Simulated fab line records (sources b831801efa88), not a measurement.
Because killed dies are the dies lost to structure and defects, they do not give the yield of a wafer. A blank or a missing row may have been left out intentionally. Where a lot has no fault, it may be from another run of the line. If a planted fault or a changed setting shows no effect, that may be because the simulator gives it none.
The tool behind it: which one? / flow sky130 / Sampling: 9 lots, 26 wafers, 6 of 708 route steps

== WHAT EACH GAUGE READ, for each wafer ==
SKY_CAP2M_RS_MEAS_03: a four-point-probe measurement.
lot=L129; measured=day 40 04:27; on=film_metro-04; CAP2M_TIN_RS (ohm/sq)=6.84 6.70 6.80
lot=L132; measured=day 41 18:57; on=film_metro-01; CAP2M_TIN_RS (ohm/sq)=6.95 6.85 6.94
lot=L133; measured=day 41 23:20; on=film_metro-04; CAP2M_TIN_RS (ohm/sq)=7.01 7.10 7.10
lot=L135; measured=day 42 04:31; on=film_metro-04; CAP2M_TIN_RS (ohm/sq)=7.08 7.11 7.08
lot=L140; measured=day 43 23:52; on=film_metro-01; CAP2M_TIN_RS (ohm/sq)=6.82 6.95
lot=L141; measured=day 44 06:47; on=film_metro-02; CAP2M_TIN_RS (ohm/sq)=6.94 6.77 6.94
lot=L145; measured=day 44 23:14; on=film_metro-01; CAP2M_TIN_RS (ohm/sq)=6.32 6.91 6.33
lot=L149; measured=day 46 04:20; on=film_metro-04; CAP2M_TIN_RS (ohm/sq)=6.80 7.01 6.84
lot=L148; measured=day 46 04:44; on=film_metro-02; CAP2M_TIN_RS (ohm/sq)=6.83 6.88 6.90

SKY_CAP2M_THK_MEAS_04: measures by xrf.
lot=L129; measured=day 40 04:34; on=film_metro-04; CAP2M_TIN_THK (nm)=199.1 202.7 200.2
lot=L132; measured=day 41 19:04; on=film_metro-01; CAP2M_TIN_THK (nm)=196.3 199.1 196.6
lot=L133; measured=day 41 23:27; on=film_metro-04; CAP2M_TIN_THK (nm)=194.2 191.6 192.9
lot=L135; measured=day 42 04:37; on=film_metro-04; CAP2M_TIN_THK (nm)=193.0 192.1 192.8
lot=L140; measured=day 43 23:59; on=film_metro-01; CAP2M_TIN_THK (nm)=197.8 195.9
lot=L141; measured=day 44 06:55; on=film_metro-02; CAP2M_TIN_THK (nm)=196.6 201.8 196.2
lot=L145; measured=day 44 23:20; on=film_metro-01; CAP2M_TIN_THK (nm)=215.3 196.6 214.7
lot=L149; measured=day 46 04:26; on=film_metro-04; CAP2M_TIN_THK (nm)=201.0 195.5 199.6
lot=L148; measured=day 46 04:50; on=film_metro-02; CAP2M_TIN_THK (nm)=199.3 197.2 196.8

== EACH LOT AND THE TOOL THAT RAN IT (in order: tool; ch and the chambers of the sampled wafers; start) ==
lot=L129; SKY_VIA3_ETCH_14=rie_diel-03 ch 0,1,3, day 40 02:38; SKY_VIA3_STRIP_16=plasma_asher-03 ch 0, day 40 02:44; SKY_METAL4_SPUTTER_02=pvd_sputter-03, day 40 04:07; SKY_CAP2M_SPUTTER_02=pvd_sputter-02, day 40 04:19
lot=L132; SKY_VIA3_ETCH_14=rie_diel-01 ch 1,3, day 41 17:14; SKY_VIA3_STRIP_16=plasma_asher-04 ch 0,1, day 41 17:20; SKY_METAL4_SPUTTER_02=pvd_sputter-02, day 41 18:39; SKY_CAP2M_SPUTTER_02=pvd_sputter-04, day 41 18:50
lot=L133; SKY_VIA3_ETCH_14=rie_diel-03 ch 1,2, day 41 21:37; SKY_VIA3_STRIP_16=plasma_asher-04 ch 0, day 41 21:43; SKY_METAL4_SPUTTER_02=pvd_sputter-01, day 41 23:01; SKY_CAP2M_SPUTTER_02=pvd_sputter-04, day 41 23:13
lot=L135; SKY_VIA3_ETCH_14=rie_diel-03 ch 0,1,2, day 42 02:47; SKY_VIA3_STRIP_16=plasma_asher-03 ch 0,1, day 42 02:55; SKY_METAL4_SPUTTER_02=pvd_sputter-03, day 42 04:11; SKY_CAP2M_SPUTTER_02=pvd_sputter-02, day 42 04:22
lot=L140; SKY_VIA3_ETCH_14=rie_diel-01 ch 0,1, day 43 21:53; SKY_VIA3_STRIP_16=plasma_asher-02 ch 0, day 43 21:59; SKY_METAL4_SPUTTER_02=pvd_sputter-01, day 43 23:34; SKY_CAP2M_SPUTTER_02=pvd_sputter-02, day 43 23:45
lot=L141; SKY_VIA3_ETCH_14=rie_diel-01 ch 1,2,3, day 44 04:11; SKY_VIA3_STRIP_16=plasma_asher-04 ch 0,1, day 44 04:17; SKY_METAL4_SPUTTER_02=pvd_sputter-01, day 44 06:29; SKY_CAP2M_SPUTTER_02=pvd_sputter-04, day 44 06:41
lot=L145; SKY_VIA3_ETCH_14=rie_diel-03 ch 0,1, day 44 21:31; SKY_VIA3_STRIP_16=plasma_asher-04 ch 0,1, day 44 21:37; SKY_METAL4_SPUTTER_02=pvd_sputter-01, day 44 22:55; SKY_CAP2M_SPUTTER_02=pvd_sputter-02, day 44 23:06
lot=L149; SKY_VIA3_ETCH_14=rie_diel-01 ch 2,3, day 46 02:32; SKY_VIA3_STRIP_16=plasma_asher-02 ch 0,1, day 46 02:40; SKY_METAL4_SPUTTER_02=pvd_sputter-01, day 46 03:59; SKY_CAP2M_SPUTTER_02=pvd_sputter-04, day 46 04:11
lot=L148; SKY_VIA3_ETCH_14=rie_diel-02 ch 1,2,3, day 46 02:52; SKY_VIA3_STRIP_16=plasma_asher-04 ch 0,1, day 46 02:59; SKY_METAL4_SPUTTER_02=pvd_sputter-02, day 46 04:24; SKY_CAP2M_SPUTTER_02=pvd_sputter-04, day 46 04:35
- SKY_VIA3_ETCH_14: etches BARC in N2/H2, stops on SiO2, time 45.9 s, target depth 60 nm.
- SKY_VIA3_STRIP_16: strips in O2/N2.
- SKY_METAL4_SPUTTER_02: material AlCu, target thk 735 nm, time 39.1 s.
- SKY_CAP2M_SPUTTER_02: material TiN, target thk 200 nm, time 166.7 s.

== AS READ BY THE TOOLS THEMSELVES (means over the sampled wafers that have a number; for cases with no such wafer, the mark the record gives instead) ==
SKY_VIA3_ETCH_14.
lot=L129; tool=rie_diel-03; drypump_motor_current_A (A)=5.8; h2_flow_sccm (sccm)=200.4; oes_product_au (a.u.)=0.850; throttle_valve_pct (%)=13.226
lot=L132; tool=rie_diel-01; drypump_motor_current_A (A)=5.5; h2_flow_sccm (sccm)=200.1; oes_product_au (a.u.)=0.856; throttle_valve_pct (%)=13.226
lot=L133; tool=rie_diel-03; drypump_motor_current_A (A)=5.2; h2_flow_sccm (sccm)=200.6; oes_product_au (a.u.)=0.854; throttle_valve_pct (%)=13.228
lot=L135; tool=rie_diel-03; drypump_motor_current_A (A)=5.5; h2_flow_sccm (sccm)=200.4; oes_product_au (a.u.)=0.855; throttle_valve_pct (%)=13.230
lot=L140; tool=rie_diel-01; drypump_motor_current_A (A)=5.1; h2_flow_sccm (sccm)=200.2; oes_product_au (a.u.)=0.853; throttle_valve_pct (%)=13.233
lot=L141; tool=rie_diel-01; drypump_motor_current_A (A)=5.7; h2_flow_sccm (sccm)=200.5; oes_product_au (a.u.)=0.863; throttle_valve_pct (%)=13.230
lot=L145; tool=rie_diel-03; drypump_motor_current_A (A)=5.8; h2_flow_sccm (sccm)=200.3; oes_product_au (a.u.)=0.854; throttle_valve_pct (%)=13.230
lot=L149; tool=rie_diel-01; drypump_motor_current_A (A)=5.9; h2_flow_sccm (sccm)=200.6; oes_product_au (a.u.)=0.860; throttle_valve_pct (%)=13.220
lot=L148; tool=rie_diel-02; drypump_motor_current_A (A)=5.9; h2_flow_sccm (sccm)=199.8; oes_product_au (a.u.)=0.850; throttle_valve_pct (%)=13.230

SKY_VIA3_STRIP_16.
lot=L129; tool=plasma_asher-03; drypump_motor_current_A (A)=5.1; oes_product_au (a.u.)=0.401; strip_time_to_endpoint_s (s)=4.12
lot=L132; tool=plasma_asher-04; drypump_motor_current_A (A)=6.1; oes_product_au (a.u.)=0.398; strip_time_to_endpoint_s (s)=4.13
lot=L133; tool=plasma_asher-04; drypump_motor_current_A (A)=6.2; oes_product_au (a.u.)=0.402; strip_time_to_endpoint_s (s)=4.11
lot=L135; tool=plasma_asher-03; drypump_motor_current_A (A)=5.3; oes_product_au (a.u.)=0.399; strip_time_to_endpoint_s (s)=4.12
lot=L140; tool=plasma_asher-02; drypump_motor_current_A (A)=5.6; oes_product_au (a.u.)=0.401; strip_time_to_endpoint_s (s)=4.15
lot=L141; tool=plasma_asher-04; drypump_motor_current_A (A)=6.0; oes_product_au (a.u.)=0.402; strip_time_to_endpoint_s (s)=4.11
lot=L145; tool=plasma_asher-04; drypump_motor_current_A (A)=5.9; oes_product_au (a.u.)=0.402; strip_time_to_endpoint_s (s)=4.13
lot=L149; tool=plasma_asher-02; drypump_motor_current_A (A)=5.6; oes_product_au (a.u.)=0.406; strip_time_to_endpoint_s (s)=4.16
lot=L148; tool=plasma_asher-04; drypump_motor_current_A (A)=5.9; oes_product_au (a.u.)=0.407; strip_time_to_endpoint_s (s)=4.17

SKY_METAL4_SPUTTER_02.
lot=L129; tool=pvd_sputter-03; chamber_pressure_pa (Pa)=0.4011; throttle_valve_pct (%)=29.6
lot=L132; tool=pvd_sputter-02; chamber_pressure_pa (Pa)=0.3996; throttle_valve_pct (%)=29.6
lot=L133; tool=pvd_sputter-01; chamber_pressure_pa (Pa)=0.4000; throttle_valve_pct (%)=30.5
lot=L135; tool=pvd_sputter-03; chamber_pressure_pa (Pa)=0.3999; throttle_valve_pct (%)=29.4
lot=L140; tool=pvd_sputter-01; chamber_pressure_pa (Pa)=0.3998; throttle_valve_pct (%)=30.1
lot=L141; tool=pvd_sputter-01; chamber_pressure_pa (Pa)=0.4004; throttle_valve_pct (%)=30.1
lot=L145; tool=pvd_sputter-01; chamber_pressure_pa (Pa)=0.3991; throttle_valve_pct (%)=30.5
lot=L149; tool=pvd_sputter-01; chamber_pressure_pa (Pa)=0.3991; throttle_valve_pct (%)=30.3
lot=L148; tool=pvd_sputter-02; chamber_pressure_pa (Pa)=0.4004; throttle_valve_pct (%)=31.1

SKY_CAP2M_SPUTTER_02.
lot=L129; tool=pvd_sputter-02; chamber_pressure_pa (Pa)=0.4002; throttle_valve_pct (%)=29.8
lot=L132; tool=pvd_sputter-04; chamber_pressure_pa (Pa)=0.3996; throttle_valve_pct (%)=29.6
lot=L133; tool=pvd_sputter-04; chamber_pressure_pa (Pa)=0.3996; throttle_valve_pct (%)=29.1
lot=L135; tool=pvd_sputter-02; chamber_pressure_pa (Pa)=0.3992; throttle_valve_pct (%)=30.6
lot=L140; tool=pvd_sputter-02; chamber_pressure_pa (Pa)=0.4008; throttle_valve_pct (%)=30.5
lot=L141; tool=pvd_sputter-04; chamber_pressure_pa (Pa)=0.4001; throttle_valve_pct (%)=29.6
lot=L145; tool=pvd_sputter-02; chamber_pressure_pa (Pa)=0.4004; throttle_valve_pct (%)=29.4
lot=L149; tool=pvd_sputter-04; chamber_pressure_pa (Pa)=0.3992; throttle_valve_pct (%)=30.7
lot=L148; tool=pvd_sputter-04; chamber_pressure_pa (Pa)=0.4002; throttle_valve_pct (%)=29.8

== THE ANSWER, worked out from the rows above alone ==
Rule: usual is defined by the lots themselves. Put in order of their means at a reading, lots are off if they are a third of the lots or fewer, leave a main group of 4 or more, and stand apart from it by a gap of 3 or more times the standard deviation of the main group's means; of several such gaps the widest counts. A main group whose means are all the same, to the digits that the tables above print for the reading, isn't used. Also off: a lot with no number at a reading for which 4 or more lots have one. The other lots that the step has rows for count as sound. The gauges are gone through in route order, then the tools' own readings, and for those a lot's mean is taken as printed above. The first step at which some lot is off is used, and at that step the reading that is off furthest; a lot without a number counts as furthest.
Off: L145, at SKY_CAP2M_THK_MEAS_04 (CAP2M_TIN_THK). The main group has a mean of 196.9 nm with a standard deviation of 2.6.
If a tool, at a process step before that reading, ran all the lots that are off and no sound lot after the first of them, it fits. The gauges at SKY_CAP2M_THK_MEAS_04 are tried like those tools. Can't be told from this: 3 tools fit, rie_diel-03 at SKY_VIA3_ETCH_14, pvd_sputter-02 at SKY_CAP2M_SPUTTER_02, film_metro-01 at SKY_CAP2M_THK_MEAS_04.

== WHAT THE SIMULATOR HAD PUT IN ==
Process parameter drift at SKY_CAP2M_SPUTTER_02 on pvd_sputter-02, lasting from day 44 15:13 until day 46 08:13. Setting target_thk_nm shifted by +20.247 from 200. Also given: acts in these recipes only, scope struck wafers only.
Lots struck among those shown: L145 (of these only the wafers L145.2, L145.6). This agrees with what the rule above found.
